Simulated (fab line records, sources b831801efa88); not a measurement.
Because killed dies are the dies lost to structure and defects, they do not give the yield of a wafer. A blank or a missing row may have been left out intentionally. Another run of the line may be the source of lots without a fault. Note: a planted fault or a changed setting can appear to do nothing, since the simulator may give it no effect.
Problem report, 8D (eight disciplines) form, completed by code | flow gf180mcu | the parts of the form that need people (team, actions taken, sign-off) are left out

## 1. PROBLEM STATEMENT
Mean HV_LDD_CVD_56_THK at GF_HV_LDD_THK_MEAS_57: 74.4 nm over 6 wafers in 2 lots; fault-free wafers: 90.5 nm, standard deviation 1.1. Measured from the usual mean, that is -15 standard deviations.
First observed at day 15 01:59: wafer L248.2, on filmMetro-03. The record has a number at this step for 36 wafers belonging to 12 lots. Rule for "out" (also "out of limits"): further than 4 standard deviations from the usual mean. Any other wafer with a number is counted as sound.

## 2. WHAT IT IS, WHAT IT ISN'T
question                    | is                         | is not
which readings at this step | HV_LDD_CVD_56_THK          | -
which lots                  | L248, L250                 | L251, L254, L255, L256, L257, L258, L260, L261, L262, L263
which wafers of those lots  | all that have a number     | -
read on which gauges        | filmMetro-03, filmMetro-04 | filmMetro-02
when                        | from day 15 01:59          | up to then (0 sound wafers); but 30 sound wafers of L251, L254, L255, L256, L257, L258, L260, L261, L262, L263 came after

## 3. SUSPECTS, AND WHAT RULES EACH OUT
Counting: a tool at a process step up to the reading stays a suspect if it ran every lot that is out and no sound lot after the first of them.
- the gauge at GF_HV_LDD_THK_MEAS_57 has been ruled out. 2 gauges (filmMetro-03, filmMetro-04) read the wafers that are out.
- lpcvd-02 at GF_HV_LDD_CVD_56 (deposits Si3N4 from DCS/NH3, target thk 90 nm, time 1543 s): ruled out as a lasting fault. Following L248 (day 15 00:33), the first lot on it that is out, the sound lots L256, L255, L261, L262, L263 were run on it.
Left after counting: nothing in the record.

## 4. THE CAUSE (what the simulator had put in)
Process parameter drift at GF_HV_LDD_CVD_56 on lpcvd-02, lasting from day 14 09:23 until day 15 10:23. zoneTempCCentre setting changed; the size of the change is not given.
Counting ruled it out, wrongly: the rule takes a fault to strike every lot that its tool runs from its start on, and this one did not.

## 5. THE CHAIN OF EFFECTS, in route order
Each row: a reading where the mean over the struck wafers with a number is more than 3 standard deviations away from the usual. Only readings whose record carries a usual standard deviation are examined. hours: median over the lots of the time between each lot's start at the first step of this table that gives one and its start at this step. sigmas: the change, counted in usual standard deviations.
hours | step                  | reading            | usual      | on struck wafers | change | sigmas
0     | GF_HV_LDD_CVD_56      | spikeTcCentreC     | 770.9 C    | 734.7            | -36.2  | -28
0     | GF_HV_LDD_CVD_56      | spikeTcLowerC      | 770.7 C    | 776.5            | +5.8   | +4.2
0     | GF_HV_LDD_CVD_56      | zonePowerCentrePct | 13.7 %     | 4.0              | -9.7   | -20
0     | GF_HV_LDD_CVD_56      | zonePowerLowerPct  | 14.0 %     | 18.7             | +4.7   | +4.7
0     | GF_HV_LDD_CVD_56      | zonePowerUpperPct  | 13.1 %     | 17.3             | +4.2   | +6.4
1     | GF_HV_LDD_THK_MEAS_57 | HV_LDD_CVD_56_THK  | 90.5 nm    | 74.4             | -16.1  | -15
1     | GF_HV_LDD_ETCHBACK_58 | oesProductAu       | 0.845 a.u. | 0.761            | -0.084 | -11
Process steps it contains:
- GF_HV_LDD_CVD_56: deposits Si3N4 from DCS/NH3, target thk 90 nm, time 1543 s.
- GF_HV_LDD_ETCHBACK_58: etches Si3N4 in CH3F/O2, stops on SiO2, time 100 s, target depth 90 nm.

## 6. HOW IT WOULD HAVE BEEN CAUGHT EARLIER
In this record the first reading out of limits at a measuring or inspecting step was taken at day 15 01:59, 17 hours after the fault began at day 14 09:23.
At GF_HV_LDD_CVD_56, the tool's own readings (spikeTcCentreC, zonePowerCentrePct, zonePowerLowerPct, zonePowerUpperPct) were out on each struck wafer the step has a row for, so an alarm limit on them would have fired on the first such wafer.
